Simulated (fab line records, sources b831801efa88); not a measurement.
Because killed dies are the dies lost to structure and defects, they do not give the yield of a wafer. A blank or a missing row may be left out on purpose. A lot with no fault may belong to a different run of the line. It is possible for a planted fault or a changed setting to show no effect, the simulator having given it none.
Tool commonality check    flow gf180mcu    Lots sampled 13, wafers sampled 39

== WHY IT WAS OPENED ==
Of 13 lots, 2 have the reading MVPSD_TW flagged at GF_MVPSD_TW_MEAS_11. Fault-free wafers read 549.0, with a standard deviation of 2.7.
Rule: a lot is flagged in two cases, either no wafer of it has a number, or all its wafers with numbers fall more than 4 standard deviations from that mean. The rest of the lots are taken to be sound.

lot   measured     on             MVPSD_TW, wafer by wafer  flag
L926  day 5 04:33  film_metro-02  551.4 550.6 548.6         
L927  day 5 10:26  film_metro-04  546.2 544.9 547.9         
L928  day 5 13:52  film_metro-01  545.6 545.9 544.8         
L932  day 6 10:16  film_metro-02  554.2 557.9 554.3         
L933  day 6 20:45  film_metro-04  546.1 550.9 552.1         
L934  day 6 23:27  film_metro-01  547.0 548.2 550.1         
L935  day 7 04:07  film_metro-04  551.5 548.4 550.4         
L936  day 7 13:59  film_metro-01  547.8 548.5 548.5         
L937  day 7 18:51  film_metro-01  545.2 546.6 550.4         
L938  day 8 00:18  film_metro-02  550.5 550.8 550.4         
L940  day 8 12:37  film_metro-01  549.7 552.3 549.1         
L943  day 9 07:15  film_metro-02  565.7 564.9 565.0         FLAGGED
L944  day 9 13:10  film_metro-02  562.4 564.0 564.8         FLAGGED
On average the flagged lots' numbers are 564.5, which is +15.5 against the usual, or +6 standard deviations.

== TOOL THAT RAN EACH LOT ==
The record keeps 1 process step preceding the reading, out of 602 steps on the route. Every cell lists first the tool, next ch and the chambers used by the sampled wafers, and last the start.
lot   flag     GF_MVPSD_IMPLANT_09
L926           implanter-04 ch 0, day 5 04:18
L927           implanter-03 ch 0, day 5 10:11
L928           implanter-03 ch 0, day 5 13:37
L932           implanter-04 ch 0, day 6 10:03
L933           implanter-01 ch 0, day 6 20:30
L934           implanter-04 ch 0, day 6 23:14
L935           implanter-04 ch 0, day 7 03:52
L936           implanter-04 ch 0, day 7 13:44
L937           implanter-01 ch 0, day 7 18:36
L938           implanter-03 ch 0, day 8 00:03
L940           implanter-03 ch 0, day 8 12:24
L943  FLAGGED  implanter-03 ch 0, day 9 07:00
L944  FLAGGED  implanter-03 ch 0, day 9 12:55
What the steps here do:
- GF_MVPSD_IMPLANT_09
- GF_MVPSD_TW_MEAS_11

== FLAGGED AGAINST TOTAL, ONE TOOL AT A TIME (gauges that did the reading follow at the end) ==
step                 tool           lots run  flagged  share of the flagged lots  sound lots run after its first flagged lot
GF_MVPSD_IMPLANT_09  implanter-01   2         0        none                       -
GF_MVPSD_IMPLANT_09  implanter-03   6         2        all                        0
GF_MVPSD_IMPLANT_09  implanter-04   5         0        none                       -
GF_MVPSD_TW_MEAS_11  film_metro-01  5         0        none                       -
GF_MVPSD_TW_MEAS_11  film_metro-02  5         2        all                        0
GF_MVPSD_TW_MEAS_11  film_metro-04  3         0        none                       -

== WHAT IS ALLOWED BY THE TABLE ==
Every flagged lot went through 2 rows of the table: implanter-03 at GF_MVPSD_IMPLANT_09 and film_metro-02 at GF_MVPSD_TW_MEAS_11.
- implanter-03 at GF_MVPSD_IMPLANT_09 ran 6 lots, 2 of them flagged. Last sound lot L940 at day 8 12:24, first flagged lot L943 at day 9 07:00; a fault beginning in between fits. Its own readings lie more than 4 standard deviations out on every wafer of the flagged lots: tilt_deg.
- film_metro-02 at GF_MVPSD_TW_MEAS_11 ran 5 lots, 2 of them flagged. Last sound lot L938 at day 8 00:18, first flagged lot L943 at day 9 07:15; a fault beginning in between fits.
These 2 tools cannot be told apart by counting lots, since each of them fits a fault that started at some hour. More lots, or a look at what each step does to the wafer, might.

== WHAT THE SIMULATOR HAD PUT IN ==
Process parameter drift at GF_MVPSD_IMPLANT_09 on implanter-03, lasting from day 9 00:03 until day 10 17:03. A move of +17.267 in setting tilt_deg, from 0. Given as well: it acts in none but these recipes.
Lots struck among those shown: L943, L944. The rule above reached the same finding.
